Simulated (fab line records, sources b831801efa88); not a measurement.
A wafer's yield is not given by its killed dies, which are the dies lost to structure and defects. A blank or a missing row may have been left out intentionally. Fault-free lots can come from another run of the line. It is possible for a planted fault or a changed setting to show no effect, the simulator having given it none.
Which tool is to blame? || flow gf180mcu || 13 lots, 39 wafers sampled, at 4 steps of a route of 602

== WHAT THE GAUGES READ, wafer by wafer ==
GF_PSD_CD_MEAS_07: target cd 400 nm. Usual: 399.8 nm for cd-nm, sd 2.2.
{"lot": "L194", "measured": "day 14 04:14", "on": "cd-sem-01", "cd-nm (nm)": "399.6 398.6 398.6", "flag": ""}
{"lot": "L195", "measured": "day 14 09:38", "on": "cd-sem-01", "cd-nm (nm)": "398.7 398.8 399.7", "flag": ""}
{"lot": "L196", "measured": "day 14 18:33", "on": "cd-sem-01", "cd-nm (nm)": "400.6 400.9 400.7", "flag": ""}
{"lot": "L197", "measured": "day 15 02:26", "on": "cd-sem-01", "cd-nm (nm)": "403.1 402.8 401.0", "flag": ""}
{"lot": "L198", "measured": "day 15 10:47", "on": "cd-sem-01", "cd-nm (nm)": "395.2 397.2 395.4", "flag": ""}
{"lot": "L204", "measured": "day 18 01:17", "on": "cd-sem-01", "cd-nm (nm)": "399.0 400.4 400.1", "flag": ""}
{"lot": "L205", "measured": "day 18 12:18", "on": "cd-sem-01", "cd-nm (nm)": "403.5 402.5 400.8", "flag": ""}
{"lot": "L208", "measured": "day 19 03:45", "on": "cd-sem-02", "cd-nm (nm)": "399.3 401.0 401.5", "flag": ""}
{"lot": "L210", "measured": "day 19 22:10", "on": "cd-sem-01", "cd-nm (nm)": "397.2 399.9 398.6", "flag": ""}
{"lot": "L209", "measured": "day 20 02:32", "on": "cd-sem-02", "cd-nm (nm)": "404.4 402.7 403.2", "flag": ""}
{"lot": "L211", "measured": "day 20 07:41", "on": "cd-sem-02", "cd-nm (nm)": "400.3 400.3 401.4", "flag": ""}
{"lot": "L213", "measured": "day 20 22:07", "on": "cd-sem-02", "cd-nm (nm)": "398.0 398.7 399.1", "flag": ""}
{"lot": "L217", "measured": "day 22 10:13", "on": "cd-sem-01", "cd-nm (nm)": "402.9 398.1 400.3", "flag": ""}

GF_M1_THK_MEAS_06: measures by xrf. Usual: M1_ALCU_THK typically reads 448 nm, with standard deviation 6.
{"lot": "L194", "measured": "day 16 03:53", "on": "film-metro-02", "M1_ALCU_THK (nm)": "442 450 446", "flag": ""}
{"lot": "L195", "measured": "day 16 07:10", "on": "film-metro-02", "M1_ALCU_THK (nm)": "444 452 448", "flag": ""}
{"lot": "L196", "measured": "day 16 18:11", "on": "film-metro-02", "M1_ALCU_THK (nm)": "450 447 453", "flag": ""}
{"lot": "L197", "measured": "day 17 03:52", "on": "film-metro-04", "M1_ALCU_THK (nm)": "454 453 466", "flag": ""}
{"lot": "L198", "measured": "day 17 10:53", "on": "film-metro-02", "M1_ALCU_THK (nm)": "447 444 447", "flag": ""}
{"lot": "L204", "measured": "day 20 04:25", "on": "film-metro-02", "M1_ALCU_THK (nm)": "446 446 443", "flag": ""}
{"lot": "L205", "measured": "day 20 16:34", "on": "film-metro-04", "M1_ALCU_THK (nm)": "447 446 437", "flag": ""}
{"lot": "L208", "measured": "day 21 07:40", "on": "film-metro-02", "M1_ALCU_THK (nm)": "443 447 446", "flag": ""}
{"lot": "L210", "measured": "day 22 02:05", "on": "film-metro-02", "M1_ALCU_THK (nm)": "447 449 449", "flag": ""}
{"lot": "L209", "measured": "day 22 06:34", "on": "film-metro-03", "M1_ALCU_THK (nm)": "439 435 436", "flag": ""}
{"lot": "L211", "measured": "day 22 11:27", "on": "film-metro-03", "M1_ALCU_THK (nm)": "448 438 441", "flag": ""}
{"lot": "L213", "measured": "day 23 00:37", "on": "film-metro-04", "M1_ALCU_THK (nm)": "453 449 455", "flag": ""}
{"lot": "L217", "measured": "day 24 12:04", "on": "film-metro-04", "M1_ALCU_THK (nm)": "456 447 453", "flag": ""}

== TOOL THAT RAN EACH LOT (tool first, then ch and the chambers of the sampled wafers, then the start) ==
{"lot": "L194", "GF_STI_ETCH_14": "rie-si-01 ch 0,1,2, day 2 02:20", "GF_CONTACT_CMP_27": "cmp-02 ch 1,2,3, day 16 03:17"}
{"lot": "L195", "GF_STI_ETCH_14": "rie-si-02 ch 0,1,3, day 2 06:21", "GF_CONTACT_CMP_27": "cmp-01 ch 0,1,3, day 16 06:35"}
{"lot": "L196", "GF_STI_ETCH_14": "rie-si-02 ch 1,2,3, day 2 12:04", "GF_CONTACT_CMP_27": "cmp-02 ch 1,2,3, day 16 17:32"}
{"lot": "L197", "GF_STI_ETCH_14": "rie-si-01 ch 0,1,2, day 2 16:12", "GF_CONTACT_CMP_27": "cmp-02 ch 0,1,2, day 17 03:17"}
{"lot": "L198", "GF_STI_ETCH_14": "rie-si-01 ch 0,3, day 2 21:57", "GF_CONTACT_CMP_27": "cmp-02 ch 1,2,3, day 17 10:20"}
{"lot": "L204", "GF_STI_ETCH_14": "rie-si-01 ch 0,3, day 4 07:01", "GF_CONTACT_CMP_27": "cmp-02 ch 0,2,3, day 20 03:50"}
{"lot": "L205", "GF_STI_ETCH_14": "rie-si-01 ch 1,2,3, day 4 12:15", "GF_CONTACT_CMP_27": "cmp-02 ch 0,1,3, day 20 15:55"}
{"lot": "L208", "GF_STI_ETCH_14": "rie-si-02 ch 0,3, day 5 03:55", "GF_CONTACT_CMP_27": "cmp-01 ch 0,1, day 21 07:04"}
{"lot": "L210", "GF_STI_ETCH_14": "rie-si-02 ch 0,3, day 5 14:12", "GF_CONTACT_CMP_27": "cmp-02 ch 0,3, day 22 01:25"}
{"lot": "L209", "GF_STI_ETCH_14": "rie-si-02 ch 1,3, day 5 14:19", "GF_CONTACT_CMP_27": "cmp-02 ch 0,2,3, day 22 06:01"}
{"lot": "L211", "GF_STI_ETCH_14": "rie-si-02 ch 0,1,3, day 5 20:31", "GF_CONTACT_CMP_27": "cmp-02 ch 0,1,2, day 22 10:52"}
{"lot": "L213", "GF_STI_ETCH_14": "rie-si-02 ch 0,1,2, day 6 03:11", "GF_CONTACT_CMP_27": "cmp-02 ch 0,1,2, day 23 00:01"}
{"lot": "L217", "GF_STI_ETCH_14": "rie-si-02 ch 1,3, day 7 00:39", "GF_CONTACT_CMP_27": "cmp-01 ch 0,2,3, day 24 11:24"}
- GF_STI_ETCH_14: etches Si in HBr/Cl2/O2, target depth 360 nm, time 102.9 s.
- GF_CONTACT_CMP_27: polishes, stops on SiO2, t overpolish 15 s, target thk 0 nm.

== AS READ BY THE TOOLS THEMSELVES (means over the sampled wafers that have a number; for cases with no such wafer, the mark the record gives instead) ==
GF_STI_ETCH_14. Usual: bias-w 150.0 W, standard deviation 0.43; drypump-motor-current-A 5.7 A, standard deviation 0.47; oes-product-au 0.999 a.u., standard deviation 0.012; rf-fwd-power-W 596.4 W, standard deviation 1.9; throttle-valve-pct 25.657 %, standard deviation 0.011.
{"lot": "L194", "tool": "rie-si-01", "bias-w (W)": 149.9, "drypump-motor-current-A (A)": 5.6, "oes-product-au (a.u.)": 1.009, "rf-fwd-power-W (W)": 597.7, "throttle-valve-pct (%)": 25.651, "flag": ""}
{"lot": "L195", "tool": "rie-si-02", "bias-w (W)": 150.3, "drypump-motor-current-A (A)": 5.5, "oes-product-au (a.u.)": 0.989, "rf-fwd-power-W (W)": 596.5, "throttle-valve-pct (%)": 25.656, "flag": ""}
{"lot": "L196", "tool": "rie-si-02", "bias-w (W)": 150.1, "drypump-motor-current-A (A)": 5.7, "oes-product-au (a.u.)": 0.985, "rf-fwd-power-W (W)": 596.5, "throttle-valve-pct (%)": 25.664, "flag": ""}
{"lot": "L197", "tool": "rie-si-01", "bias-w (W)": 150.1, "drypump-motor-current-A (A)": 5.6, "oes-product-au (a.u.)": 1.000, "rf-fwd-power-W (W)": 595.9, "throttle-valve-pct (%)": 25.659, "flag": ""}
{"lot": "L198", "tool": "rie-si-01", "bias-w (W)": 149.7, "drypump-motor-current-A (A)": 6.1, "oes-product-au (a.u.)": 1.005, "rf-fwd-power-W (W)": 597.1, "throttle-valve-pct (%)": 25.658, "flag": ""}
{"lot": "L204", "tool": "rie-si-01", "bias-w (W)": 119.0, "drypump-motor-current-A (A)": 5.9, "oes-product-au (a.u.)": 0.969, "rf-fwd-power-W (W)": 595.8, "throttle-valve-pct (%)": 25.666, "flag": "OFF"}
{"lot": "L205", "tool": "rie-si-01", "bias-w (W)": 119.1, "drypump-motor-current-A (A)": 5.8, "oes-product-au (a.u.)": 0.978, "rf-fwd-power-W (W)": 594.7, "throttle-valve-pct (%)": 25.677, "flag": "OFF"}
{"lot": "L208", "tool": "rie-si-02", "bias-w (W)": 150.3, "drypump-motor-current-A (A)": 5.6, "oes-product-au (a.u.)": 0.993, "rf-fwd-power-W (W)": 597.3, "throttle-valve-pct (%)": 25.661, "flag": ""}
{"lot": "L210", "tool": "rie-si-02", "bias-w (W)": 150.1, "drypump-motor-current-A (A)": 5.7, "oes-product-au (a.u.)": 0.990, "rf-fwd-power-W (W)": 597.6, "throttle-valve-pct (%)": 25.653, "flag": ""}
{"lot": "L209", "tool": "rie-si-02", "bias-w (W)": 150.0, "drypump-motor-current-A (A)": 5.5, "oes-product-au (a.u.)": 0.991, "rf-fwd-power-W (W)": 596.8, "throttle-valve-pct (%)": 25.669, "flag": ""}
{"lot": "L211", "tool": "rie-si-02", "bias-w (W)": 150.0, "drypump-motor-current-A (A)": 5.5, "oes-product-au (a.u.)": 1.001, "rf-fwd-power-W (W)": 597.6, "throttle-valve-pct (%)": 25.655, "flag": ""}
{"lot": "L213", "tool": "rie-si-02", "bias-w (W)": 150.2, "drypump-motor-current-A (A)": 6.0, "oes-product-au (a.u.)": 1.002, "rf-fwd-power-W (W)": 597.8, "throttle-valve-pct (%)": 25.660, "flag": ""}
{"lot": "L217", "tool": "rie-si-02", "bias-w (W)": 149.3, "drypump-motor-current-A (A)": 5.4, "oes-product-au (a.u.)": 0.997, "rf-fwd-power-W (W)": 596.3, "throttle-valve-pct (%)": 25.666, "flag": ""}

GF_CONTACT_CMP_27. Usual: edge-zone-pressure-frac 1.000, standard deviation 0.0053; motor-current-A 10.9 A, standard deviation 0.84; overpolish-run-s 14.999 s, standard deviation 0.0076; slurry-flow-ml-min 150.0, standard deviation 0.45; time-to-endpoint-s 72 s, standard deviation 5.4.
{"lot": "L194", "tool": "cmp-02", "edge-zone-pressure-frac": 1.004, "motor-current-A (A)": 10.6, "overpolish-run-s (s)": 14.995, "slurry-flow-ml-min": 149.8, "time-to-endpoint-s (s)": 74, "flag": ""}
{"lot": "L195", "tool": "cmp-01", "edge-zone-pressure-frac": 1.000, "motor-current-A (A)": 10.5, "overpolish-run-s (s)": 15.000, "slurry-flow-ml-min": 150.0, "time-to-endpoint-s (s)": 67, "flag": ""}
{"lot": "L196", "tool": "cmp-02", "edge-zone-pressure-frac": 1.003, "motor-current-A (A)": 10.7, "overpolish-run-s (s)": 14.999, "slurry-flow-ml-min": 150.2, "time-to-endpoint-s (s)": 75, "flag": ""}
{"lot": "L197", "tool": "cmp-02", "edge-zone-pressure-frac": 1.000, "motor-current-A (A)": 10.7, "overpolish-run-s (s)": 14.997, "slurry-flow-ml-min": 150.2, "time-to-endpoint-s (s)": 75, "flag": ""}
{"lot": "L198", "tool": "cmp-02", "edge-zone-pressure-frac": 1.005, "motor-current-A (A)": 10.5, "overpolish-run-s (s)": 15.004, "slurry-flow-ml-min": 149.8, "time-to-endpoint-s (s)": 77, "flag": ""}
{"lot": "L204", "tool": "cmp-02", "edge-zone-pressure-frac": 0.995, "motor-current-A (A)": 11.3, "overpolish-run-s (s)": 15.001, "slurry-flow-ml-min": 149.5, "time-to-endpoint-s (s)": 77, "flag": ""}
{"lot": "L205", "tool": "cmp-02", "edge-zone-pressure-frac": 0.995, "motor-current-A (A)": 11.3, "overpolish-run-s (s)": 14.997, "slurry-flow-ml-min": 150.3, "time-to-endpoint-s (s)": 76, "flag": ""}
{"lot": "L208", "tool": "cmp-01", "edge-zone-pressure-frac": 1.002, "motor-current-A (A)": 9.9, "overpolish-run-s (s)": 15.005, "slurry-flow-ml-min": 150.1, "time-to-endpoint-s (s)": 66, "flag": ""}
{"lot": "L210", "tool": "cmp-02", "edge-zone-pressure-frac": 0.997, "motor-current-A (A)": 11.5, "overpolish-run-s (s)": 14.996, "slurry-flow-ml-min": 150.1, "time-to-endpoint-s (s)": 71, "flag": ""}
{"lot": "L209", "tool": "cmp-02", "edge-zone-pressure-frac": 1.003, "motor-current-A (A)": 11.5, "overpolish-run-s (s)": 15.002, "slurry-flow-ml-min": 150.1, "time-to-endpoint-s (s)": 70, "flag": ""}
{"lot": "L211", "tool": "cmp-02", "edge-zone-pressure-frac": 0.999, "motor-current-A (A)": 11.0, "overpolish-run-s (s)": 15.002, "slurry-flow-ml-min": 149.6, "time-to-endpoint-s (s)": 72, "flag": ""}
{"lot": "L213", "tool": "cmp-02", "edge-zone-pressure-frac": 0.997, "motor-current-A (A)": 10.8, "overpolish-run-s (s)": 14.999, "slurry-flow-ml-min": 149.4, "time-to-endpoint-s (s)": 73, "flag": ""}
{"lot": "L217", "tool": "cmp-01", "edge-zone-pressure-frac": 1.001, "motor-current-A (A)": 11.1, "overpolish-run-s (s)": 14.999, "slurry-flow-ml-min": 149.6, "time-to-endpoint-s (s)": 74, "flag": ""}

== THE ANSWER, worked out from the rows above alone ==
Rule: a lot is off if the mean of its wafers that have a number lies more than 3 standard deviations from the usual mean. Also off: a lot with no number at a reading for which 4 or more lots have one. The other lots that the step has rows for count as sound. First the gauges in route order, then the tools' own readings, where a lot's mean is used as printed above. The first step at which some lot is off is used, and at that step the reading that is off furthest; a lot without a number counts as furthest.
Off, at GF_STI_ETCH_14 on bias-w: L204, L205.
If a tool, at that step or one of the process steps before it, ran each lot that is off and ran no sound lot following the first of them, it fits. One fits: rie-si-01 at GF_STI_ETCH_14. Its last sound lot is L198 (day 2 21:57), its first lot that is off L204 (day 4 07:01): a fault that began between those two fits.
On the lots that are off, the tool's own readings at GF_STI_ETCH_14 differ by more than 5 times the standard deviation of the sound lots' means, which bears it out; bias-w reads 119.0 W there versus 150.0 W on the sound lots.

== WHAT THE SIMULATOR PUT IN ==
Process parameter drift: rie-si-01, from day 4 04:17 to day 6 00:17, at GF_STI_ETCH_14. From 150, the setting bias-w moved by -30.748. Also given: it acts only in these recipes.
Struck lots among those shown: L204, L205. The rule above found the same.
